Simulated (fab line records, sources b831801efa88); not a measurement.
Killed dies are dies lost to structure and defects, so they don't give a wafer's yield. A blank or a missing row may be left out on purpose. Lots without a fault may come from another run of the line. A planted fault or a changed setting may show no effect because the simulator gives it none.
One fault seen from 2 desks | flow sky130 | each desk has only its own numbers; what lay behind them comes last

THE METROLOGY DESK
What the gauges read, lot by lot, whatever tool the lot ran on: means of the sampled wafers that have a number. A lot is out of limits, marked OUT, if its mean lies more than 4 standard deviations from the usual mean; the brackets give that distance.
Columns: A = VIA2_BOW at SKY_VIA2_BOW_MEAS_03, usual 85 um; B = cd_nm at SKY_VIA2_CD_MEAS_12, usual 200.0 nm; C = VIA2_OVL at SKY_VIA2_OVL_MEAS_13, usual -3 nm
lot  | first seen here | A   | B     | C
L280 | day 36 01:59    | 100 | 200.6 | -3
L286 | day 37 20:26    | 88  | 201.3 | 5
L293 | day 39 21:08    | 91  | 199.0 | -1
L295 | day 40 09:49    | 87  | 199.3 | 0
L301 | day 42 16:58    | 79  | 200.2 | -3
This desk's finding: nothing out of limits on any of the 5 lots.

THE TOOL OWNER'S DESK: rie_diel-02
The tool's own readings at SKY_VIA2_ETCH_14 (etches BARC in N2/H2, stops on SiO2, time 45.9 s, target depth 60 nm): means of the sampled wafers that have a number, for each lot that ran on this tool. A lot is out of limits, marked OUT, if its mean lies more than 4 standard deviations from the usual mean; the brackets give that distance.
Columns: A = drypump_motor_current_A at SKY_VIA2_ETCH_14, usual 5.5 A; B = oes_product_au at SKY_VIA2_ETCH_14, usual 0.855 a.u.; C = throttle_valve_pct at SKY_VIA2_ETCH_14, usual 13.224 %
lot  | first seen here | A   | B     | C
L286 | day 38 22:26    | 5.2 | 0.848 | 13.225
L295 | day 41 10:06    | 5.5 | 0.851 | 13.227
This desk's finding: nothing out of limits on any of the 2 lots.

PUT TOGETHER
The metrology desk saw nothing out of limits.
The tool owner's desk saw nothing out of limits.

WHAT THE SIMULATOR HAD PUT IN
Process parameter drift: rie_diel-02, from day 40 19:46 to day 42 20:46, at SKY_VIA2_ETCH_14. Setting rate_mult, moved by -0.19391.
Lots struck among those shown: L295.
